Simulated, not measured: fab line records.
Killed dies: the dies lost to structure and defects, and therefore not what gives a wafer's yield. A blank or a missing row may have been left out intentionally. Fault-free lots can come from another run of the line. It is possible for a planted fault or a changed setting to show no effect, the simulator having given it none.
fab line records + flow sky130
[record]
- lots = 5
- wafers = 15
- last-day = 50
route steps=708 shown LOCAL_INTERCONNECT@396 CONTACT@406 PAD_OPEN@708
lots untouched by any fault: they come from a run of this same line in which no faults occurred
start-h: hours from the record's opening day to when the first of the lot's shown wafers began + wait-h: hours elapsed since this lot's preceding step + " same as the row above + L1.1+2: a single row standing in for several wafers + - no value, or no start was given + * or withheld: withheld + < > ~ a bound
route shown NAME@n: names a module that has steps shown in the file, with the first one's number in the route + usual: the fault-free wafers' mean and standard deviation + same: alike in all rows + chamber/n: place in a boat + sites: the reading at each site + _std_site: standard deviation of those values + _edge_site: mean of outer sites minus mean of inner sites + radius-mm: for every site, how far away it sits from the centre of the wafer + mask NAME#n: copy n + behind: the most recent tool/chamber to have shaped the wafer + hold: why the lot was held/for how many hours/how that ended + device: whichever transistor did not switch (one of n, p or np) + end of line: tests of these same wafers at the route's end + a step with no rows: only its recipe + killed: at the first sort, the dies lost to defects and structure; wafer yield is something else + map: a wafer's dies, x killed, . not, _ none there
set.NAME: the setting as run; set.NAME@STEP: as run at that earlier step + model.NAME: the simulator's own value behind a step, which no gauge read
lots at selected steps of the route; one table per step, one row per wafer
services: the hour from which a tool's chamber was out of use, counted from the record's first day as start-h (under 0 if before that day), plus the number of hours and why
[[steps]]
[step SKY_LOCAL_INTERCONNECT_PEB_09]
[recipe]
- peb-temp-c = withheld
- peb-time-s = withheld
- resist = KrF-thick
[step SKY_LOCAL_INTERCONNECT_DEVELOP_10]
[recipe]
- develop-time-s = 60
- resist = KrF-thick
- dev-temp-c = 21
[step SKY_LOCAL_INTERCONNECT_CD_MEAS_11]
[recipe]
- target-cd-nm = 170
[usual]
- cd-nm = 169.7/1.2
| lot.wafer | tool      | chamber | start-h | wait-h | cd-nm |
|-----------|-----------|---------|---------|--------|-------|
| L313.2    | cd-sem-02 | -       | 712.62  | -      | 168.7 |
| L313.4    | "         | -       | "       | "      | 168.8 |
| L313.6    | "         | -       | "       | "      | 168.1 |
| L315.1    | cd-sem-01 | -       | 729.64  | -      | 166.3 |
| L315.4    | "         | -       | "       | "      | 167.4 |
| L315.5    | "         | -       | "       | "      | 168.7 |
| L320.2    | cd-sem-01 | -       | 797.78  | -      | 170.8 |
| L320.3    | "         | -       | "       | "      | 170.5 |
| L320.4    | "         | -       | "       | "      | 169.3 |
| L332.1    | cd-sem-01 | -       | 856.61  | -      | 169.9 |
| L332.3    | "         | -       | "       | "      | 169.3 |
| L332.6    | "         | -       | "       | "      | 170.1 |
| L333.3    | cd-sem-02 | -       | 873.35  | -      | 170.8 |
| L333.4    | "         | -       | "       | "      | 170.5 |
| L333.5    | "         | -       | "       | "      | 171.6 |
[step SKY_LOCAL_INTERCONNECT_OVL_MEAS_12]
[usual]
- LOCAL_INTERCONNECT_OVL = 1/5.3
| lot.wafer | tool       | chamber | start-h | wait-h | LOCAL_INTERCONNECT_OVL[nm] |
|-----------|------------|---------|---------|--------|----------------------------|
| L313.2    | overlay-01 | -       | 712.73  | 0.1    | -2                         |
| L313.4    | "          | -       | "       | "      | -6                         |
| L313.6    | "          | -       | "       | "      | -2                         |
| L315.1    | overlay-01 | -       | 729.76  | 0.1    | 2                          |
| L315.4    | "          | -       | "       | "      | 5                          |
| L315.5    | "          | -       | "       | "      | -5                         |
| L320.2    | overlay-01 | -       | 797.88  | 0.1    | 4                          |
| L320.3    | "          | -       | "       | "      | 11                         |
| L320.4    | "          | -       | "       | "      | 3                          |
| L332.1    | overlay-02 | -       | 856.73  | 0.1    | -5                         |
| L332.3    | "          | -       | "       | "      | -2                         |
| L332.6    | "          | -       | "       | "      | 1                          |
| L333.3    | overlay-01 | -       | 873.44  | 0.1    | 0                          |
| L333.4    | "          | -       | "       | "      | -2                         |
| L333.5    | "          | -       | "       | "      | 6                          |
[step SKY_LOCAL_INTERCONNECT_ETCH_13]
[recipe]
- chemistry = N2/H2
- target = BARC
- ion-energy-ev = 200
- bias-w = 100
- pressure-mtorr = 28.93
- n2-flow-sccm = 100
- h2-flow-sccm = 200
- icp-w = 500
- stop-on = SiO2
- time-s = 45.9
- target-depth-a = 600
[usual]
- drypump-motor-current-A = 5.8/0.39
- h2-flow-sccm = 199.9/0.64
- oes-product-au = 0.855/0.0049
- throttle-valve-pct = 13.507/0.0093
| lot.wafer | tool         | chamber | start-h | wait-h | drypump-motor-current-A | h2-flow-sccm | oes-product-au | rf-hours-counter-h | throttle-valve-pct |
|-----------|--------------|---------|---------|--------|-------------------------|--------------|----------------|--------------------|--------------------|
| L313.2    | rie-metal-01 | 1       | 712.78  | 0.0    | 6.0                     | 200.7        | 0.854          | -                  | 13.501             |
| L313.4    | "            | 1       | "       | "      | 6.0                     | 198.8        | 0.855          | -                  | 13.506             |
| L313.6    | "            | 1       | "       | "      | 6.0                     | 199.0        | 0.851          | -                  | 13.510             |
| L315.1    | rie-metal-03 | 0       | 729.79  | 0.0    | 6.1                     | 200.1        | 0.854          | 2                  | 13.483             |
| L315.4    | "            | 0       | "       | "      | 6.1                     | 199.9        | 0.856          | -                  | 13.508             |
| L315.5    | "            | 0       | "       | "      | 6.1                     | 199.6        | 0.842          | -                  | 13.504             |
| L320.2    | rie-metal-02 | 1       | 797.91  | 0.0    | 5.3                     | 200.7        | 0.851          | 10                 | 13.518             |
| L320.3    | "            | 0       | "       | "      | 6.4                     | 201.2        | 0.858          | -                  | 13.508             |
| L320.4    | "            | 1       | "       | "      | 5.2                     | 200.6        | 0.852          | -                  | 13.513             |
| L332.1    | rie-metal-01 | 0       | 856.76  | 0.0    | 5.6                     | 200.5        | 0.857          | 10                 | 13.490             |
| L332.3    | "            | 0       | "       | "      | 5.6                     | 200.7        | 0.850          | -                  | 13.514             |
| L332.6    | "            | 0       | "       | "      | 5.6                     | 200.6        | 0.864          | -                  | 13.489             |
| L333.3    | rie-metal-01 | 1       | 873.48  | 0.0    | 6.0                     | 199.8        | 0.859          | -                  | 13.502             |
| L333.4    | "            | 0       | "       | "      | 5.6                     | 201.0        | 0.853          | -                  | 13.502             |
| L333.5    | "            | 0       | "       | "      | 5.6                     | 199.5        | 0.860          | -                  | 13.507             |
[step SKY_LOCAL_INTERCONNECT_METAL_ETCH_14]
[recipe]
- target-depth-nm = 110
- stop-on = PSG
- chemistry = Cl2/BCl3
- target = TiN
- resist-sidewall-deg = 88
- pressure-mtorr = 10
- icp-w = 900
- bias-w = 48.5
- Cl2_flow_sccm = 60
- bcl3-flow-sccm = 30
- time-s = 31.4
[usual]
- drypump-motor-current-A = 5.8/0.39
- oes-product-au = 0.928/0.0071
- throttle-valve-pct = 21.909/0.0097
| lot.wafer | tool         | chamber | start-h | wait-h | drypump-motor-current-A | oes-product-au | rf-hours-counter-h | throttle-valve-pct |
|-----------|--------------|---------|---------|--------|-------------------------|----------------|--------------------|--------------------|
| L313.2    | rie-metal-01 | 1       | 712.90  | 0.1    | 6.0                     | 0.920          | -                  | 21.924             |
| L313.4    | "            | 1       | "       | "      | 6.0                     | 0.926          | -                  | 21.927             |
| L313.6    | "            | 1       | "       | "      | 6.0                     | 0.923          | -                  | 21.900             |
| L315.1    | rie-metal-03 | 0       | 729.86  | 0.0    | 6.1                     | 0.921          | 3                  | 21.912             |
| L315.4    | "            | 0       | "       | "      | 6.1                     | 0.917          | -                  | 21.923             |
| L315.5    | "            | 0       | "       | "      | 6.1                     | 0.928          | -                  | 21.900             |
| L320.2    | rie-metal-02 | 1       | 797.98  | 0.0    | 5.2                     | 0.935          | 10                 | 21.897             |
| L320.3    | "            | 0       | "       | "      | 6.4                     | 0.931          | -                  | 21.910             |
| L320.4    | "            | 1       | "       | "      | 5.2                     | 0.930          | -                  | 21.907             |
| L332.1    | rie-metal-01 | 0       | 856.89  | 0.1    | 5.6                     | 0.925          | 10                 | 21.906             |
| L332.3    | "            | 0       | "       | "      | 5.6                     | 0.924          | -                  | 21.898             |
| L332.6    | "            | 0       | "       | "      | 5.6                     | 0.923          | -                  | 21.937             |
| L333.3    | rie-metal-01 | 1       | 873.54  | 0.0    | 6.0                     | 0.927          | -                  | 21.913             |
| L333.4    | "            | 0       | "       | "      | 5.6                     | 0.925          | -                  | 21.906             |
| L333.5    | "            | 0       | "       | "      | 5.6                     | 0.927          | -                  | 21.902             |
[step SKY_LOCAL_INTERCONNECT_STRIP_15]
[recipe]
- chemistry = O2/N2
- power-w = 1400
- pressure-mtorr = 1500
- platen-temp-c = withheld
- o2-flow-sccm = 3000
- n2-flow-sccm = 300
- overash-fraction = 0.5
[usual]
- drypump-motor-current-A = 5.5/0.45
- oes-product-au = 0.427/0.0046
- strip-time-to-endpoint-s = 4.727/0.021
| lot.wafer | tool            | chamber | start-h | wait-h | drypump-motor-current-A | oes-product-au | rf-hours-counter-h | strip-time-to-endpoint-s |
|-----------|-----------------|---------|---------|--------|-------------------------|----------------|--------------------|--------------------------|
| L313.2    | plasma-asher-04 | 1       | 712.99  | 0.1    | 5.9                     | 0.423          | 87                 | 4.717                    |
| L313.4    | "               | 0       | "       | "      | 5.0                     | 0.424          | -                  | 4.708                    |
| L313.6    | "               | 1       | "       | "      | 5.8                     | 0.426          | -                  | 4.728                    |
| L315.1    | plasma-asher-04 | 0       | 729.91  | 0.0    | 5.0                     | 0.424          | 89                 | 4.694                    |
| L315.4    | "               | 1       | "       | "      | 5.9                     | 0.416          | -                  | 4.703                    |
| L315.5    | "               | 0       | "       | "      | 4.9                     | 0.425          | -                  | 4.708                    |
| L320.2    | plasma-asher-03 | 1       | 798.03  | 0.0    | 6.0                     | 0.430          | 38                 | 4.718                    |
| L320.3    | "               | 1       | "       | "      | 6.0                     | 0.429          | -                  | 4.726                    |
| L320.4    | "               | 0       | "       | "      | 5.8                     | 0.429          | -                  | 4.755                    |
| L332.1    | plasma-asher-03 | 1       | 856.99  | 0.1    | 6.0                     | 0.428          | 44                 | 4.720                    |
| L332.3    | "               | 0       | "       | "      | 5.8                     | 0.424          | -                  | 4.719                    |
| L332.6    | "               | 0       | "       | "      | 5.8                     | 0.421          | -                  | 4.709                    |
| L333.3    | plasma-asher-04 | 1       | 873.61  | 0.1    | 5.9                     | 0.433          | -                  | 4.738                    |
| L333.4    | "               | 0       | "       | "      | 5.0                     | 0.434          | -                  | 4.723                    |
| L333.5    | "               | 0       | "       | "      | 5.0                     | 0.429          | -                  | 4.742                    |
[step SKY_LOCAL_INTERCONNECT_STRIP_16]
[recipe]
- chemistry = post-etch-residue-remover
- time-s = 1200
- temp-c = 72.5
[step SKY_LOCAL_INTERCONNECT_CLEAN_17]
[recipe]
- chemistry = IPA
- time-s = 180
- temp-c = 25
[step SKY_LOCAL_INTERCONNECT_CLEAN_18]
[recipe]
- chemistry = O3/DIW
- dry = n2-spin
[step SKY_CONTACT_CVD_00]
[recipe]
- material = Si3N4
- target-thk-nm = 75
- temp-c = 400
- time-s = withheld
- rf-w = 450
[usual]
- heater-power-w = 724/97
| lot.wafer | tool     | chamber | start-h | wait-h | heater-power-w |
|-----------|----------|---------|---------|--------|----------------|
| L313.2    | pecvd-03 | 1       | 713.58  | 0.0    | 554            |
| L313.4    | "        | 1       | "       | "      | 567            |
| L313.6    | "        | 0       | "       | "      | 848            |
| L315.1    | pecvd-03 | 0       | 730.53  | 0.0    | 805            |
| L315.4    | "        | 1       | "       | "      | 696            |
| L315.5    | "        | 0       | "       | "      | 805            |
| L320.2    | pecvd-02 | 1       | 798.65  | 0.0    | 766            |
| L320.3    | "        | 2       | "       | "      | 729            |
| L320.4    | "        | 2       | "       | "      | 739            |
| L332.1    | pecvd-01 | 0       | 857.61  | 0.0    | 716            |
| L332.3    | "        | 2       | "       | "      | 663            |
| L332.6    | "        | 0       | "       | "      | 723            |
| L333.3    | pecvd-01 | 2       | 874.17  | 0.0    | 750            |
| L333.4    | "        | 2       | "       | "      | 723            |
| L333.5    | "        | 1       | "       | "      | 747            |
[step SKY_CONTACT_THK_MEAS_01]
[recipe]
- reads = Si3N4_of_CONTACT_CVD_00
[usual]
- CONTACT_CVD_00_THK = 75.2/1
| lot.wafer | tool          | chamber | start-h | wait-h | CONTACT_CVD_00_THK[nm] |
|-----------|---------------|---------|---------|--------|------------------------|
| L313.2    | film-metro-04 | -       | 713.64  | -      | 73.2                   |
| L313.4    | "             | -       | "       | "      | 75.0                   |
| L313.6    | "             | -       | "       | "      | 75.7                   |
| L315.1    | film-metro-03 | -       | 730.57  | -      | 74.6                   |
| L315.4    | "             | -       | "       | "      | 75.8                   |
| L315.5    | "             | -       | "       | "      | 76.5                   |
| L320.2    | film-metro-03 | -       | 798.69  | -      | 74.6                   |
| L320.3    | "             | -       | "       | "      | 75.9                   |
| L320.4    | "             | -       | "       | "      | 77.2                   |
| L332.1    | film-metro-04 | -       | 857.65  | -      | 75.3                   |
| L332.3    | "             | -       | "       | "      | 75.9                   |
| L332.6    | "             | -       | "       | "      | 76.5                   |
| L333.3    | film-metro-03 | -       | 874.23  | -      | 75.3                   |
| L333.4    | "             | -       | "       | "      | 76.6                   |
| L333.5    | "             | -       | "       | "      | 76.7                   |
[step SKY_CONTACT_HDPCVD_02]
[recipe]
- material = SiO2
- target-thk-nm = 565
- sigma-open-frac = 0.3
- time-s = 94.2
- temp-c = 600
- sih4-flow-sccm = 60
- pressure-mtorr = 6
[usual]
- sih4-flow-sccm = 60.01/0.18
| lot.wafer | tool      | chamber | start-h | wait-h | sih4-flow-sccm | model.SiO2_of_CONTACT_HDPCVD_02.thk-nm |
|-----------|-----------|---------|---------|--------|----------------|----------------------------------------|
| L313.2    | hdpcvd-02 | 1       | 713.69  | 0.0    | 59.89          | 558.6                                  |
| L313.4    | "         | 0       | "       | "      | 59.99          | 555                                    |
| L313.6    | "         | 1       | "       | "      | 60.15          | 558.2                                  |
| L315.1    | hdpcvd-02 | 0       | 730.63  | 0.1    | 60.20          | 560.5                                  |
| L315.4    | "         | 0       | "       | "      | 59.89          | 559                                    |
| L315.5    | "         | 1       | "       | "      | 59.91          | 565.6                                  |
| L320.2    | hdpcvd-02 | 0       | 798.74  | 0.0    | 59.83          | 558.7                                  |
| L320.3    | "         | 2       | "       | "      | 59.68          | 800.5                                  |
| L320.4    | "         | 0       | "       | "      | 59.76          | 560.6                                  |
| L332.1    | hdpcvd-01 | 1       | 857.71  | 0.1    | 59.88          | 571.2                                  |
| L332.3    | "         | 2       | "       | "      | 60.06          | 570.9                                  |
| L332.6    | "         | 0       | "       | "      | 60.07          | 563.1                                  |
| L333.3    | hdpcvd-02 | 1       | 874.27  | 0.0    | 60.09          | 559.5                                  |
| L333.4    | "         | 2       | "       | "      | 59.86          | 570.3                                  |
| L333.5    | "         | 0       | "       | "      | 60.14          | 560.1                                  |
[step SKY_CONTACT_THK_MEAS_03]
[recipe]
- reads = SiO2_of_CONTACT_HDPCVD_02
[usual]
- CONTACT_HDPCVD_THK = 566/5.6
| lot.wafer | tool          | chamber | start-h | wait-h | CONTACT_HDPCVD_THK[nm] |
|-----------|---------------|---------|---------|--------|------------------------|
| L313.2    | film-metro-02 | -       | 713.77  | 0.0    | 559                    |
| L313.4    | "             | -       | "       | "      | 555                    |
| L313.6    | "             | -       | "       | "      | 558                    |
| L315.1    | film-metro-02 | -       | 730.70  | 0.0    | 560                    |
| L315.4    | "             | -       | "       | "      | 559                    |
| L315.5    | "             | -       | "       | "      | 566                    |
| L320.2    | film-metro-04 | -       | 798.82  | 0.0    | 559                    |
| L320.3    | "             | -       | "       | "      | 800                    |
| L320.4    | "             | -       | "       | "      | 561                    |
| L332.1    | film-metro-02 | -       | 857.78  | 0.0    | 571                    |
| L332.3    | "             | -       | "       | "      | 571                    |
| L332.6    | "             | -       | "       | "      | 563                    |
| L333.3    | film-metro-04 | -       | 874.36  | 0.1    | 560                    |
| L333.4    | "             | -       | "       | "      | 570                    |
| L333.5    | "             | -       | "       | "      | 560                    |
[step SKY_CONTACT_CMP_04]
[recipe]
- material = SiO2
- down-force-psi = 4
- platen-rpm = 60
- pad-velocity-m-s = 0.94248
[usual]
- motor-current-A = 12.0/1.5
- time-to-endpoint-s = 85/3.7
| lot.wafer | tool   | chamber | start-h | wait-h | motor-current-A | time-to-endpoint-s |
|-----------|--------|---------|---------|--------|-----------------|--------------------|
| L313.2    | cmp-01 | 2       | 713.82  | 0.0    | 13.3            | 82                 |
| L313.4    | "      | 3       | "       | "      | 10.4            | 81                 |
| L313.6    | "      | 2       | "       | "      | 12.7            | 81                 |
| L315.1    | cmp-01 | 3       | 730.81  | 0.1    | 10.1            | 83                 |
| L315.4    | "      | 1       | "       | "      | 11.7            | 84                 |
| L315.5    | "      | 2       | "       | "      | 13.3            | 83                 |
| L320.3    | cmp-02 | 1       | 798.87  | 0.0    | 11.2            | 168                |
| L320.2    | "      | 2       | "       | "      | 10.3            | 81                 |
| L320.4    | "      | 0       | "       | "      | 13.1            | 88                 |
| L332.1    | cmp-01 | 2       | 857.84  | 0.1    | 13.0            | 90                 |
| L332.3    | "      | 0       | "       | "      | 15.2            | 91                 |
| L332.6    | "      | 3       | "       | "      | 10.4            | 87                 |
| L333.4    | cmp-01 | 0       | 874.45  | 0.1    | 14.9            | 87                 |
| L333.3    | "      | 2       | "       | "      | 12.7            | 81                 |
| L333.5    | "      | 0       | "       | "      | 14.8            | 85                 |
[step SKY_CONTACT_BOW_MEAS_05]
[recipe]
- mode = bow
[usual]
- CONTACT_BOW = 83/6.9
| lot.wafer | tool          | chamber | start-h | wait-h | CONTACT_BOW[um] |
|-----------|---------------|---------|---------|--------|-----------------|
| L313.2    | film-metro-03 | -       | 714.14  | 0.3    | 79              |
| L313.4    | "             | -       | "       | "      | 84              |
| L313.6    | "             | -       | "       | "      | 69              |
| L315.1    | film-metro-02 | -       | 731.06  | 0.2    | 85              |
| L315.4    | "             | -       | "       | "      | 86              |
| L315.5    | "             | -       | "       | "      | 84              |
| L320.2    | film-metro-02 | -       | 799.19  | 0.2    | 78              |
| L320.3    | "             | -       | "       | "      | 87              |
| L320.4    | "             | -       | "       | "      | 87              |
| L332.1    | film-metro-04 | -       | 858.14  | 0.2    | 61              |
| L332.3    | "             | -       | "       | "      | 84              |
| L332.6    | "             | -       | "       | "      | 82              |
| L333.3    | film-metro-04 | -       | 874.74  | 0.1    | 81              |
| L333.4    | "             | -       | "       | "      | 69              |
| L333.5    | "             | -       | "       | "      | 82              |
[step SKY_PAD_OPEN_PROBE_99]
[usual]
- killed_at_M0_to_M3 = 43/6.5
- killed_at_M4_up = 3.1/1.8
- killed-at-contacts = 24/4.8
- killed-at-front-end = 15/4.7
- killed-at-other = 0.3/0.58
- killed-dies = 86/8.6
- killed-on-rim = 17/4.1
- killed-open = 47/6.7
- killed-short = 39/6.1
[same]
- gross-dies = 492
- killed-at-back-side = 0
| lot.wafer | tool      | chamber | start-h | wait-h | killed_at_M0_to_M3 | killed_at_M4_up | killed-at-contacts | killed-at-front-end | killed-at-other | killed-dies | killed-on-rim | killed-open | killed-short |
|-----------|-----------|---------|---------|--------|--------------------|-----------------|--------------------|---------------------|-----------------|-------------|---------------|-------------|--------------|
| L313.2    | prober-01 | -       | 1078.45 | 0.1    | 40                 | 1               | 23                 | 23                  | 1               | 88          | 20            | 47          | 41           |
| L313.4    | prober-01 | -       | 1078.55 | 0.2    | 50                 | 2               | 25                 | 15                  | 1               | 93          | 13            | 48          | 45           |
| L313.6    | prober-01 | -       | 1078.65 | 0.2    | 43                 | 2               | 27                 | 16                  | 0               | 88          | 15            | 50          | 38           |
| L315.1    | prober-01 | -       | 1095.91 | 0.1    | 35                 | 3               | 27                 | 22                  | 0               | 87          | 19            | 49          | 38           |
| L315.4    | prober-01 | -       | 1096.06 | 0.2    | 41                 | 2               | 29                 | 11                  | 1               | 84          | 16            | 39          | 45           |
| L315.5    | prober-01 | -       | 1096.11 | 0.2    | 37                 | 1               | 31                 | 18                  | 0               | 87          | 20            | 45          | 42           |
| L320.2    | prober-01 | -       | 1143.48 | 0.1    | 41                 | 4               | 32                 | 10                  | 0               | 87          | 13            | 55          | 32           |
| L320.3    | prober-01 | -       | 1143.53 | 0.2    | 37                 | 2               | 20                 | 16                  | 0               | 75          | 13            | 43          | 32           |
| L320.4    | prober-01 | -       | 1143.58 | 0.2    | 47                 | 3               | 28                 | 22                  | 1               | 101         | 20            | 46          | 55           |
// killed by level:class
L313.2 CONTACT:geometric-particle:open=10 FIELD_ISO:geometric-particle:open=8 VIA1:geometric-particle:open=7 POLY_GATE:geometric-particle:short=6 METAL1:geometric-particle:short=6 VIA3:geometric-particle:open=6 FIELD_ISO:geometric-particle:short=5 LI_CONTACT:geometric-particle:open=5
L313.4 VIA1:geometric-particle:open=14 LI_CONTACT:geometric-particle:open=10 CONTACT:geometric-particle:open=9 VIA1:geometric-particle:short=8 POLY_GATE:geometric-particle:short=6 METAL1:geometric-particle:short=6 VIA2:geometric-particle:open=6 FIELD_ISO:geometric-particle:short=5
L313.6 CONTACT:geometric-particle:open=11 VIA1:geometric-particle:open=11 VIA2:geometric-particle:open=7 CONTACT:geometric-particle:short=6 VIA3:geometric-particle:open=6 POLY_GATE:geometric-particle:open=5 LI_CONTACT:geometric-particle:short=4 LOCAL_INTERCONNECT:geometric-particle:short=4
L315.1 VIA1:geometric-particle:open=15 CONTACT:geometric-particle:open=13 FIELD_ISO:geometric-particle:short=6 POLY_GATE:geometric-particle:open=6 METAL1:geometric-particle:short=5 LI_CONTACT:geometric-particle:open=4 LOCAL_INTERCONNECT:geometric-particle:short=4 CONTACT:geometric-particle:short=4
L315.4 LI_CONTACT:geometric-particle:open=9 VIA1:geometric-particle:open=7 CONTACT:geometric-particle:open=7 METAL1:geometric-particle:short=7 VIA3:geometric-particle:open=6 LI_CONTACT:geometric-particle:short=5 CONTACT:geometric-particle:short=5 FIELD_ISO:geometric-particle:short=4
L315.5 LI_CONTACT:geometric-particle:open=12 CONTACT:geometric-particle:open=10 VIA1:geometric-particle:open=9 FIELD_ISO:geometric-particle:short=6 METAL1:geometric-particle:short=6 VIA1:geometric-particle:short=6 LI_CONTACT:geometric-particle:short=5 POLY_GATE:geometric-particle:short=4
L320.2 VIA1:geometric-particle:open=14 CONTACT:geometric-particle:open=11 VIA3:geometric-particle:open=10 LI_CONTACT:geometric-particle:open=9 CONTACT:geometric-particle:short=7 FIELD_ISO:geometric-particle:short=5 LOCAL_INTERCONNECT:geometric-particle:short=4 VIA2:geometric-particle:open=4
L320.3 VIA1:geometric-particle:open=10 FIELD_ISO:geometric-particle:short=7 CONTACT:geometric-particle:short=7 VIA2:geometric-particle:open=7 CONTACT:geometric-particle:open=6 VIA3:geometric-particle:open=6 LOCAL_INTERCONNECT:geometric-particle:open=3 METAL1:geometric-particle:short=3
L320.4 CONTACT:geometric-particle:open=15 VIA1:geometric-particle:short=8 CONTACT:geometric-particle:short=8 METAL2:geometric-particle:short=8 METAL3:geometric-particle:short=7 FIELD_ISO:geometric-particle:open=5 FIELD_ISO:geometric-particle:short=5 SPACER:geometric-particle:short=5
[[services]]
| tool            | chamber | start-h | hours | kind   |
|-----------------|---------|---------|-------|--------|
| hdpcvd-01       | -       | 694.84  | 1.6   | repair |
| cmp-01          | -       | 698.30  | 1.7   | repair |
| rie-metal-01    | 0       | 712.54  | 18.2  | repair |
| rie-metal-01    | 1       | 716.74  | 4.4   | repair |
| cmp-01          | -       | 717.35  | 1.3   | repair |
| cmp-02          | -       | 729.93  | 1.0   | repair |
| rie-metal-02    | -       | 734.32  | 1.4   | pm     |
| hdpcvd-01       | 2       | 740.36  | 10.4  | repair |
| cmp-01          | -       | 744.00  | 4.0   | pm     |
| plasma-asher-04 | -       | 750.63  | 2.5   | repair |
| hdpcvd-01       | 1       | 757.22  | 3.0   | repair |
| pecvd-02        | -       | 766.98  | 5.5   | pm     |
| rie-metal-02    | -       | 772.19  | 2.8   | pm     |
| cmp-02          | -       | 796.46  | 1.3   | repair |
| cmp-02          | -       | 797.64  | 0.9   | repair |
| hdpcvd-01       | -       | 832.33  | 2.8   | pm     |
| cmp-01          | -       | 833.52  | 9.6   | repair |
| hdpcvd-01       | -       | 836.89  | 0.6   | repair |
| rie-metal-01    | 1       | 839.44  | 32.8  | repair |
| rie-metal-03    | 0       | 841.50  | 3.7   | repair |
| rie-metal-03    | -       | 843.18  | 2.8   | pm     |
| pecvd-03        | 1       | 860.54  | 3.8   | repair |
| plasma-asher-04 | -       | 863.47  | 1.0   | repair |
| pecvd-03        | -       | 872.16  | 2.8   | pm     |
[[key]]
[first-sign]
- step = SKY_CONTACT_THK_MEAS_03
- reading = CONTACT_HDPCVD_THK
- direction = up
- sigmas = 42
- usual = 566
- struck = 800
[effect]
- step = SKY_CONTACT_CMP_04
- reading = time-to-endpoint-s
- direction = up
- sigmas = 22
- usual = *
- struck = *
[model-effect]
- step = SKY_CONTACT_HDPCVD_02
- value = SiO2_of_CONTACT_HDPCVD_02.thk-nm
- without = 570.5
- struck = 800.5
met-at SKY_CONTACT_HDPCVD_02
struck-wafers L320.3
tester-left-out L320
[fault]
- kind = process-parameter-drift
- tool = hdpcvd-02
- chamber = 2
- onset-h = 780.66
- steps = SKY_CONTACT_HDPCVD_02
- channel = target-thk-nm
- offset = 230.03
- shape = step
- end-h = 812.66
- acts-in = these-recipes-only
- stated = 565
// tester-left-out: of these lots the tester's yield and bins aren't shown, on N5 and GAA mostly nor the transistor test; their killed dies are dies lost to structure and defects alone, not to doping, threshold or leakage, so they don't give the yield
